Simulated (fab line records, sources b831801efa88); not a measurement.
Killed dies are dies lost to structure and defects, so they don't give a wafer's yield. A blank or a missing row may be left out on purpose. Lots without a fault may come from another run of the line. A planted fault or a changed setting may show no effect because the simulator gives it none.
Which tool did it? | flow sky130 | 14 lots, 42 wafers sampled, at 5 steps of a route of 708

WHAT THE GAUGES READ, wafer by wafer
SKY_POLY_CUT_CD_MEAS_08: target cd 270 nm. Usual: cd_nm 270.5 nm, standard deviation 1.4.
lot  | measured     | on        | cd_nm (nm)        | flag
L624 | day 24 05:04 | cd_sem-01 | 271.1 272.1 269.8 |
L626 | day 24 17:32 | cd_sem-02 | 269.7 271.0 269.5 |
L629 | day 26 00:32 | cd_sem-01 | 272.6 270.7 271.8 |
L630 | day 26 03:55 | cd_sem-02 | 270.2 269.0 269.8 |
L633 | day 27 10:46 | cd_sem-02 | 270.0 269.9 270.8 |
L635 | day 27 23:37 | cd_sem-01 | 270.7 271.8 271.4 |
L640 | day 30 10:17 | cd_sem-02 | 268.0 268.8 268.8 |
L642 | day 30 17:40 | cd_sem-02 | 269.5 272.7 271.9 |
L641 | day 31 10:04 | cd_sem-01 | 271.2 271.9 272.3 |
L643 | day 31 10:53 | cd_sem-02 | 272.1 272.9 271.9 |
L644 | day 31 10:54 | cd_sem-01 | 268.8 269.1 269.7 |
L646 | day 31 18:03 | cd_sem-02 | 270.9 270.8 272.2 |
L645 | day 31 18:19 | cd_sem-01 | 269.0 268.7 268.8 |
L647 | day 32 01:49 | cd_sem-02 | 271.5 270.0 269.7 |

SKY_RES_XHIGH_TW_MEAS_09. Usual: RES_XHIGH_TW 1632, standard deviation 12.
lot  | measured     | on            | RES_XHIGH_TW   | flag
L624 | day 26 16:47 | film_metro-03 | 1629 1622 1620 |
L626 | day 27 04:45 | film_metro-02 | 1642 1641 1637 |
L629 | day 28 11:33 | film_metro-02 | 1643 1634 1627 |
L630 | day 28 13:43 | film_metro-01 | 1652 1651 1653 |
L633 | day 29 19:52 | film_metro-03 | 1615 1620 1619 |
L635 | day 30 08:25 | film_metro-03 | 1621 1626 1620 |
L640 | day 32 17:24 | film_metro-02 | 30 30 30       | OFF
L642 | day 32 22:20 | film_metro-01 | 1630 1631 1629 |
L641 | day 33 16:31 | film_metro-02 | 30 30 30       | OFF
L643 | day 33 16:59 | film_metro-03 | 1629 1624 1628 |
L644 | day 33 16:43 | film_metro-01 | 1652 1647 1650 |
L646 | day 33 23:37 | film_metro-03 | 1618 1622 1626 |
L645 | day 34 00:05 | film_metro-01 | 1636 1632 1638 |
L647 | day 34 07:05 | film_metro-03 | 1633 1625 1626 |

SKY_LI_CONTACT_THK_MEAS_01. Usual: LI_CONTACT_HDPCVD_THK 923 nm, standard deviation 9.5.
lot  | measured     | on            | LI_CONTACT_HDPCVD_THK (nm) | flag
L624 | day 27 23:14 | film_metro-01 | 909 923 918                |
L626 | day 28 12:37 | film_metro-01 | 941 919 924                |
L629 | day 29 16:21 | film_metro-03 | 923 930 921                |
L630 | day 29 19:15 | film_metro-01 | 935 920 928                |
L633 | day 31 00:53 | film_metro-01 | 911 917 908                |
L635 | day 31 15:26 | film_metro-02 | 912 927 922                |
L640 | day 33 20:50 | film_metro-02 | 915 924 907                |
L642 | day 34 02:20 | film_metro-01 | 939 930 936                |
L641 | day 34 19:59 | film_metro-03 | 896 911 923                |
L643 | day 34 20:38 | film_metro-02 | 909 907 897                |
L644 | day 34 20:17 | film_metro-02 | 928 925 927                |
L646 | day 35 02:35 | film_metro-02 | 929 922 923                |
L645 | day 35 02:57 | film_metro-02 | 932 930 920                |
L647 | day 35 10:14 | film_metro-02 | 924 932 923                |

WHICH TOOL RAN EACH LOT (tool, then ch and the chambers of the sampled wafers, then the start)
lot  | SKY_RES_XHIGH_EXPOSE_04             | SKY_RES_XHIGH_STRIP_08
L624 | iline_stepper-01 ch 0, day 26 01:50 | plasma_asher-02 ch 0,1, day 26 16:41
L626 | iline_stepper-01 ch 0, day 26 13:47 | plasma_asher-02 ch 0,1, day 27 04:38
L629 | iline_stepper-01 ch 0, day 27 21:06 | plasma_asher-04 ch 0,1, day 28 11:24
L630 | iline_stepper-01 ch 0, day 27 23:41 | plasma_asher-04 ch 0, day 28 13:37
L633 | iline_stepper-01 ch 0, day 29 06:10 | plasma_asher-02 ch 0,1, day 29 19:46
L635 | iline_stepper-02 ch 0, day 29 18:32 | plasma_asher-04 ch 0,1, day 30 08:19
L640 | iline_stepper-01, day 32 03:53      | plasma_asher-04 ch 0,1, day 32 17:17
L642 | iline_stepper-01 ch 0, day 32 08:47 | plasma_asher-01 ch 0,1, day 32 22:14
L641 | iline_stepper-01, day 33 03:41      | plasma_asher-02 ch 0,1, day 33 16:25
L643 | iline_stepper-01 ch 0, day 33 04:29 | plasma_asher-02 ch 0,1, day 33 16:53
L644 | iline_stepper-02 ch 0, day 33 04:17 | plasma_asher-01 ch 0,1, day 33 16:37
L646 | iline_stepper-01 ch 0, day 33 10:44 | plasma_asher-01 ch 0,1, day 33 23:31
L645 | iline_stepper-01 ch 0, day 33 11:11 | plasma_asher-04 ch 0,1, day 33 23:58
L647 | iline_stepper-02 ch 0, day 33 17:40 | plasma_asher-02 ch 0,1, day 34 06:59
- SKY_RES_XHIGH_EXPOSE_04: exposes mask URPM, target cd 1270 nm.
- SKY_RES_XHIGH_STRIP_08: strips in O2/N2.

WHAT THE TOOLS THEMSELVES READ (means of the sampled wafers that have a number; where no wafer has one, the mark that the record gives instead)
SKY_RES_XHIGH_EXPOSE_04. Usual: exposure_dose_mJ_cm2 140.03, standard deviation 0.14; focus_offset_nm -0.1 nm, standard deviation 0.49; stage_vel_mm_s 499.99 mm/s, standard deviation 0.24.
lot  | tool             | exposure_dose_mJ_cm2 | focus_offset_nm (nm) | stage_vel_mm_s (mm/s) | flag
L624 | iline_stepper-01 | 139.93               | -0.0                 | 499.97                |
L626 | iline_stepper-01 | 140.09               | -0.1                 | 500.02                |
L629 | iline_stepper-01 | 140.04               | -0.1                 | 500.08                |
L630 | iline_stepper-01 | 140.07               | -0.2                 | 500.26                |
L633 | iline_stepper-01 | 139.94               | 0.4                  | 499.96                |
L635 | iline_stepper-02 | 139.92               | 0.2                  | 500.16                |
L640 | iline_stepper-01 | -                    | -                    | -                     | OFF
L642 | iline_stepper-01 | 140.05               | -0.5                 | 499.99                |
L641 | iline_stepper-01 | -                    | -                    | -                     | OFF
L643 | iline_stepper-01 | 140.17               | -0.2                 | 499.77                |
L644 | iline_stepper-02 | 139.92               | -0.2                 | 499.89                |
L646 | iline_stepper-01 | 140.10               | -0.3                 | 499.84                |
L645 | iline_stepper-01 | 140.08               | -0.5                 | 499.94                |
L647 | iline_stepper-02 | 139.91               | 0.4                  | 499.89                |

SKY_RES_XHIGH_STRIP_08. Usual: drypump_motor_current_A 5.8 A, standard deviation 0.46; oes_product_au 0.711 a.u., standard deviation 0.0048; strip_time_to_endpoint_s 14.27 s, standard deviation 0.044.
lot  | tool            | drypump_motor_current_A (A) | oes_product_au (a.u.) | strip_time_to_endpoint_s (s) | flag
L624 | plasma_asher-02 | 6.0                         | 0.710                 | 14.33                        |
L626 | plasma_asher-02 | 6.0                         | 0.710                 | 14.20                        |
L629 | plasma_asher-04 | 5.8                         | 0.717                 | 14.27                        |
L630 | plasma_asher-04 | 6.0                         | 0.709                 | 14.24                        |
L633 | plasma_asher-02 | 5.8                         | 0.720                 | 14.26                        |
L635 | plasma_asher-04 | 5.8                         | 0.717                 | 14.22                        |
L640 | plasma_asher-04 | 5.8                         | 0.707                 | 14.28                        |
L642 | plasma_asher-01 | 5.3                         | 0.710                 | 14.30                        |
L641 | plasma_asher-02 | 5.8                         | 0.712                 | 14.35                        |
L643 | plasma_asher-02 | 5.8                         | 0.709                 | 14.26                        |
L644 | plasma_asher-01 | 5.8                         | 0.711                 | 14.19                        |
L646 | plasma_asher-01 | 5.8                         | 0.713                 | 14.28                        |
L645 | plasma_asher-04 | 5.8                         | 0.709                 | 14.27                        |
L647 | plasma_asher-02 | 5.8                         | 0.712                 | 14.29                        |

THE ANSWER, worked out from the rows above alone
Rule: a lot is off if the mean of its wafers that have a number lies more than 3 standard deviations from the usual mean. A lot without any number at a reading at which 4 lots or more have one is off too. The other lots that the step has rows for count as sound. The gauges are gone through in route order, then the tools' own readings, and for those a lot's mean is taken as printed above. The first step at which some lot is off is used, and at that step the reading that is off furthest; a lot without a number counts as furthest.
Off: L640, L641, at SKY_RES_XHIGH_TW_MEAS_09 (RES_XHIGH_TW).
A tool fits if, at a process step before that reading, it ran every lot that is off, and no sound lot after the first of them. The gauges at SKY_RES_XHIGH_TW_MEAS_09 aren't tried: what is off there is off at SKY_RES_XHIGH_EXPOSE_04 too, on other tools, and a gauge's error can't cause that. None of those tried fits.

WHAT THE SIMULATOR HAD PUT IN
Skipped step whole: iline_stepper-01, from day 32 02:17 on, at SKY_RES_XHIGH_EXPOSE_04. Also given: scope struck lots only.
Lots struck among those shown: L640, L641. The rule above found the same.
